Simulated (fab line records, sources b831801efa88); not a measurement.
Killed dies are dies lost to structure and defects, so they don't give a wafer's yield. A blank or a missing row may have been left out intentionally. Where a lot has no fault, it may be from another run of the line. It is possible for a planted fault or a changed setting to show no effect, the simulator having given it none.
A struck lot beside a sound one	flow sfq_line	15 out of 325 route steps
Sound: the wafers L689.1, L689.3, L689.5. The struck wafers were L699.2, L699.5. Last of all comes the cause.
For every step that has rows: the tool of each side, followed by ch and its chambers, followed by its first start. Under that, the readings that differ: sound wafers	struck wafers	difference of the means	sigmas: that difference in standard deviations of wafers without a fault.
alike: same words and numbers on both sides, and readings whose means sit less than 2 such deviations apart. not compared: any withheld reading, any reading some wafer has no value for, any bound like >300 that may hide the same value, and any number with overlapping values for which the record gives no deviation.
A row with sigmas, a row that says differs or no value, or rows on one side alone: a step with any of these is where the two part. When numbers do not overlap yet have no deviation, they are printed without sigmas and do not part them. Lack of a reading on every wafer of one side parts them only where that side has two or more wafers.

first, 1 step without rows for these wafers: SFQ_TRILAYER_M2_STRIP_SOLV_CLEAN_062 (cleans in NMP, time 600 s).
SFQ_TRILAYER_I2_DEP_PECVD_063: deposits SiO2 from SiH4/N2O, time 111.11 s, target thk 500 nm.
  sound on pecvd-03 ch 1,2, day 23 11:42; struck on pecvd-02 ch 0,2, day 31 09:37
reading	sound	struck	difference	sigmas
chamber_pressure_Torr (Torr)	2.388 2.402 2.388	2.403 2.405	+0.011	+2
  alike: heater_power_w, throttle_valve_pct
  not compared: since_wet_clean_h
SFQ_TRILAYER_I2_CMP_CMP_064: polishes SiO2.
  sound on cmp-02 ch 0,2,3, day 23 12:54; struck on cmp-02 ch 0,1, day 31 12:59
  alike: motor_current_A, time_to_endpoint_s
SFQ_I2_BOW_MEAS_917:
  struck on film_metro-03, day 31 14:31; sound on film_metro-03, day 23 15:24
reading	sound	struck	difference	sigmas
I2_BOW (um)	-15 -16 -13	10 21	+30	+3
SFQ_TRILAYER_I2_METRO_MEASURE_065:
  struck on film_metro-03, day 31 14:49; sound on film_metro-03, day 23 15:31
  alike: thk_nm
then, 6 steps without rows for these wafers: SFQ_TRILAYER_I2_VIA_LITHO_COAT_072 (resist thk 62 nm); SFQ_TRILAYER_I2_VIA_LITHO_COAT_067 (resist thk 650 nm); SFQ_TRILAYER_I2_VIA_LITHO_SOFTBAKE_071; SFQ_TRILAYER_I2_VIA_LITHO_EXPOSE_068 (exposes mask I2, target cd 500 nm); SFQ_TRILAYER_I2_VIA_LITHO_PEB_070 (peb time 60 s); SFQ_TRILAYER_I2_VIA_LITHO_DEVELOP_069 (time 60 s).
-- the record jumps here: 7 days lie between the struck wafers' starts before and after --
SFQ_I2_OVL_MEAS_918:
  struck on overlay-02, day 38 05:27; sound on overlay-02, day 23 21:55
  alike: I2_OVL
SFQ_TRILAYER_I2_VIA_BARC_OPEN_VIA_ETCH_096: etches BARC in O2, target depth 125 nm, time 41.7 s.
  sound on rie_diel-03 ch 0,2,3, day 23 21:58; struck on rie_diel-01 ch 0,3, day 38 05:29
reading	sound	struck	difference	sigmas
oes_product_au (a.u.)	0.689 0.688 0.681	0.642 0.645	-0.042	-9
run_length_s (s)	70.6 70.5 70.7	77.5 78.4	+7.4	+14
model.KrF_of_TRILAYER_I2_VIA_LITHO_COAT_067.thk_nm (nm)	574.2 575.4 573.6	563.7 564.4	-10.4	
  alike: drypump_motor_current_A
  not compared: rf_hours_counter_h
SFQ_TRILAYER_I2_VIA_ETCH_VIA_ETCH_070: etches SiO2 in CHF3, stops on Nb, target depth 260 nm.
  sound on rie_diel-03 ch 0,2,3, day 23 22:00; struck on rie_diel-01 ch 0,3, day 38 05:31
reading	sound	struck	difference	sigmas
model.KrF_of_TRILAYER_I2_VIA_LITHO_COAT_067.thk_nm (nm)	528.9 530 528.5	519.3 519.6	-9.7	
  alike: drypump_motor_current_A, oes_product_au
SFQ_TRILAYER_I2_VIA_STRIP_STRIP_071: strips in O2.
  sound on rie_metal-02 ch 0, day 23 22:07; struck on rie_metal-04 ch 0,1, day 38 05:38
reading	sound	struck	difference	sigmas
oes_product_au (a.u.)	0.986 0.996 0.991	1.016 1.008	+0.021	+2
  alike: drypump_motor_current_A
  not compared: rf_hours_counter_h

## WHERE THEY PART
Last at SFQ_TRILAYER_I2_VIA_STRIP_STRIP_071 as far as this record goes, first at SFQ_TRILAYER_I2_DEP_PECVD_063.

WHY: the cause the simulator had injected
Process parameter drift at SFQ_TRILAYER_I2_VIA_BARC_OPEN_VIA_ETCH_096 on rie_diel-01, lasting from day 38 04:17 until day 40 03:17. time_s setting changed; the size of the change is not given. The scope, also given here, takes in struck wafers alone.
